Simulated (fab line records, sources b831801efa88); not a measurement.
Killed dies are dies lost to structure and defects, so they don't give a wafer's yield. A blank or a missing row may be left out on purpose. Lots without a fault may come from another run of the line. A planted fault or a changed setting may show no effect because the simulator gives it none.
Tool commonality check | flow gf180mcu | 14 lots, 42 wafers sampled

WHY IT WAS OPENED
At GF_VT_IMPLANT_TW_MEAS_32 the reading VT_IMPLANT_3_TW is flagged on 2 of 14 lots. Wafers without a fault read 268.7, standard deviation 1.4.
Rule: a lot is flagged when every wafer of it that has a number lies more than 4 standard deviations from that mean, or none has a number. The other lots count as sound.

lot  | measured     | on            | VT_IMPLANT_3_TW, wafer by wafer | flag
L155 | day 7 10:50  | film_metro-04 | 271.3 271.3 270.5               |
L156 | day 7 17:28  | film_metro-02 | 265.9 266.4 267.0               |
L157 | day 8 01:04  | film_metro-04 | 266.0 268.5 267.5               |
L158 | day 8 06:22  | film_metro-03 | 268.4 268.6 268.2               |
L159 | day 8 16:11  | film_metro-03 | 332.1 330.1 331.9               | FLAGGED
L160 | day 8 20:24  | film_metro-02 | 266.7 266.2 268.3               |
L161 | day 9 01:37  | film_metro-03 | 329.2 328.3 328.7               | FLAGGED
L163 | day 9 17:05  | film_metro-04 | 270.2 270.2 266.9               |
L167 | day 10 17:20 | film_metro-03 | 269.6 269.3 270.2               |
L168 | day 11 00:40 | film_metro-04 | 268.7 268.2 269.1               |
L171 | day 11 20:52 | film_metro-04 | 268.8 268.5 269.1               |
L172 | day 12 02:37 | film_metro-04 | 267.5 268.2 266.4               |
L173 | day 12 09:04 | film_metro-04 | 269.2 268.9 267.5               |
L175 | day 12 23:32 | film_metro-03 | 270.2 269.8 268.8               |
The numbers of the flagged lots are 330.1 on average: +61.4 against the usual, or +44 standard deviations.

WHICH TOOL RAN EACH LOT
The record holds 1 process step before the reading, out of a route of 602 steps. In each cell: the tool, then ch and the chambers that the sampled wafers went through, then the start.
lot  | flag    | GF_VT_IMPLANT_IMPLANT_30
L155 |         | implanter-01 ch 0, day 7 10:37
L156 |         | implanter-04 ch 0, day 7 17:14
L157 |         | implanter-02 ch 0, day 8 00:52
L158 |         | implanter-01 ch 0, day 8 06:07
L159 | FLAGGED | implanter-02 ch 0, day 8 15:37
L160 |         | implanter-01 ch 0, day 8 20:11
L161 | FLAGGED | implanter-01 ch 0, day 9 01:05
L163 |         | implanter-01 ch 0, day 9 16:50
L167 |         | implanter-04 ch 0, day 10 17:07
L168 |         | implanter-01 ch 0, day 11 00:28
L171 |         | implanter-04 ch 0, day 11 20:38
L172 |         | implanter-02 ch 0, day 12 02:19
L173 |         | implanter-04 ch 0, day 12 08:50
L175 |         | implanter-02 ch 0, day 12 23:17
What these steps do:
- GF_VT_IMPLANT_IMPLANT_30
- GF_VT_IMPLANT_TW_MEAS_32

FLAGGED OVER TOTAL, TOOL BY TOOL (the gauges that took the reading come last)
step                     | tool          | lots run | flagged | share of the flagged lots | sound lots run after its first flagged lot
GF_VT_IMPLANT_IMPLANT_30 | implanter-01  | 6        | 1       | some                      | 2 (L163,L168)
GF_VT_IMPLANT_IMPLANT_30 | implanter-02  | 4        | 1       | some                      | 2 (L172,L175)
GF_VT_IMPLANT_IMPLANT_30 | implanter-04  | 4        | 0       | none                      | -
GF_VT_IMPLANT_TW_MEAS_32 | film_metro-02 | 2        | 0       | none                      | -
GF_VT_IMPLANT_TW_MEAS_32 | film_metro-03 | 5        | 2       | all                       | 2 (L167,L175)
GF_VT_IMPLANT_TW_MEAS_32 | film_metro-04 | 7        | 0       | none                      | -

WHAT THE TABLE ALLOWS
1 row of the table ran every flagged lot: film_metro-03 at GF_VT_IMPLANT_TW_MEAS_32.
- film_metro-03 at GF_VT_IMPLANT_TW_MEAS_32: 2 of its 5 lots flagged. Sound lots ran on it after the first flagged one (L167, L175), which a lasting fault on the whole tool wouldn't allow.
No row of the table ran every flagged lot and no sound lot after the first.

WHAT THE SIMULATOR HAD PUT IN
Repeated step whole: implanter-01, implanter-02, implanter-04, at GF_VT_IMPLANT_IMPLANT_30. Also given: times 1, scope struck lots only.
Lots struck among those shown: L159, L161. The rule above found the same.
